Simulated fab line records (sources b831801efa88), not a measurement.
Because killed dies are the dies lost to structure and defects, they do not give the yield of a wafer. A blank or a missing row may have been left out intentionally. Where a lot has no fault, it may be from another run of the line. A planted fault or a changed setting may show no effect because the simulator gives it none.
Matching of chambers / flow sky130 / cmp-01 running SKY_CONTACT_CMP_04: 4 sister chambers
The step polishes SiO2. 20 wafers are shown with their chamber, then 10 later ones without.

== EACH WAFER AND ITS CHAMBER ==
wafer=L074.1; chamber=3; motorCurrentA (A)=13.1; timeToEndpointS (s)=75
wafer=L074.4; chamber=0; motorCurrentA (A)=11.4; timeToEndpointS (s)=80
wafer=L074.6; chamber=2; motorCurrentA (A)=11.7; timeToEndpointS (s)=66
wafer=L076.1; chamber=2; motorCurrentA (A)=11.7; timeToEndpointS (s)=74
wafer=L076.2; chamber=3; motorCurrentA (A)=12.1; timeToEndpointS (s)=79
wafer=L076.6; chamber=2; motorCurrentA (A)=12.0; timeToEndpointS (s)=78
wafer=L078.1; chamber=1; motorCurrentA (A)=12.5; timeToEndpointS (s)=81
wafer=L078.5; chamber=1; motorCurrentA (A)=11.6; timeToEndpointS (s)=78
wafer=L078.6; chamber=0; motorCurrentA (A)=11.0; timeToEndpointS (s)=83
wafer=L079.2; chamber=3; motorCurrentA (A)=13.0; timeToEndpointS (s)=79
wafer=L079.3; chamber=0; motorCurrentA (A)=10.9; timeToEndpointS (s)=84
wafer=L079.4; chamber=1; motorCurrentA (A)=12.3; timeToEndpointS (s)=81
wafer=L081.1; chamber=3; motorCurrentA (A)=13.3; timeToEndpointS (s)=83
wafer=L081.3; chamber=1; motorCurrentA (A)=12.5; timeToEndpointS (s)=82
wafer=L081.4; chamber=2; motorCurrentA (A)=11.6; timeToEndpointS (s)=75
wafer=L085.2; chamber=2; motorCurrentA (A)=11.8; timeToEndpointS (s)=85
wafer=L085.4; chamber=1; motorCurrentA (A)=12.1; timeToEndpointS (s)=93
wafer=L085.5; chamber=0; motorCurrentA (A)=10.9; timeToEndpointS (s)=85
wafer=L088.3; chamber=0; motorCurrentA (A)=10.9; timeToEndpointS (s)=93
wafer=L088.5; chamber=0; motorCurrentA (A)=10.8; timeToEndpointS (s)=92

SIGNATURES, as means of the wafers listed above
reading=motorCurrentA; chamber 0=10.983; chamber 1=12.200; chamber 2=11.760; chamber 3=12.875; scatter within a chamber=0.329
reading=timeToEndpointS; chamber 0=86.17; chamber 1=83.00; chamber 2=75.60; chamber 3=79.00; scatter within a chamber=5.53
Rule: a wafer lies at a distance from a chamber equal to the root of the sum of squares, over the readings, of (its reading less the chamber's mean, divided by the reading's scatter). If the next closest chamber is less than 2 further off than the closest, the wafer can't be placed; otherwise it belongs to the closest. The scatter is the square root of a quotient: the sum, over the shown wafers, of each reading's squared deviation from its chamber's mean, divided by wafers minus chambers.

== WAFERS MISSING THEIR CHAMBER ==
wafer=L088.6; motorCurrentA (A)=12.9; timeToEndpointS (s)=89
wafer=L091.4; motorCurrentA (A)=13.2; timeToEndpointS (s)=79
wafer=L091.5; motorCurrentA (A)=12.8; timeToEndpointS (s)=81
wafer=L091.6; motorCurrentA (A)=12.1; timeToEndpointS (s)=82
wafer=L094.1; motorCurrentA (A)=11.6; timeToEndpointS (s)=82
wafer=L094.2; motorCurrentA (A)=12.2; timeToEndpointS (s)=90
wafer=L094.5; motorCurrentA (A)=12.1; timeToEndpointS (s)=86
wafer=L097.2; motorCurrentA (A)=11.7; timeToEndpointS (s)=80
wafer=L097.3; motorCurrentA (A)=12.3; timeToEndpointS (s)=85
wafer=L097.4; motorCurrentA (A)=10.5; timeToEndpointS (s)=99

== THE CHAMBER EACH PASSED THROUGH ==
wafer=L088.6; from the rows above=can't be placed: 3 or 1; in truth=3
wafer=L091.4; from the rows above=3; in truth=3
wafer=L091.5; from the rows above=can't be placed: 3 or 1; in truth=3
wafer=L091.6; from the rows above=can't be placed: 1 or 2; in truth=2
wafer=L094.1; from the rows above=can't be placed: 2 or 1 or 0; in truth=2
wafer=L094.2; from the rows above=can't be placed: 1 or 3 or 2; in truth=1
wafer=L094.5; from the rows above=can't be placed: 1 or 2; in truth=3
wafer=L097.2; from the rows above=can't be placed: 2 or 1 or 0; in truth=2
wafer=L097.3; from the rows above=can't be placed: 1 or 3 or 2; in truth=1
wafer=L097.4; from the rows above=0; in truth=0
Correctly placed: 2 of 10. Cannot be placed on the basis of these rows: 8; the candidates contain the true chamber in 7. Wrongly placed: 0.
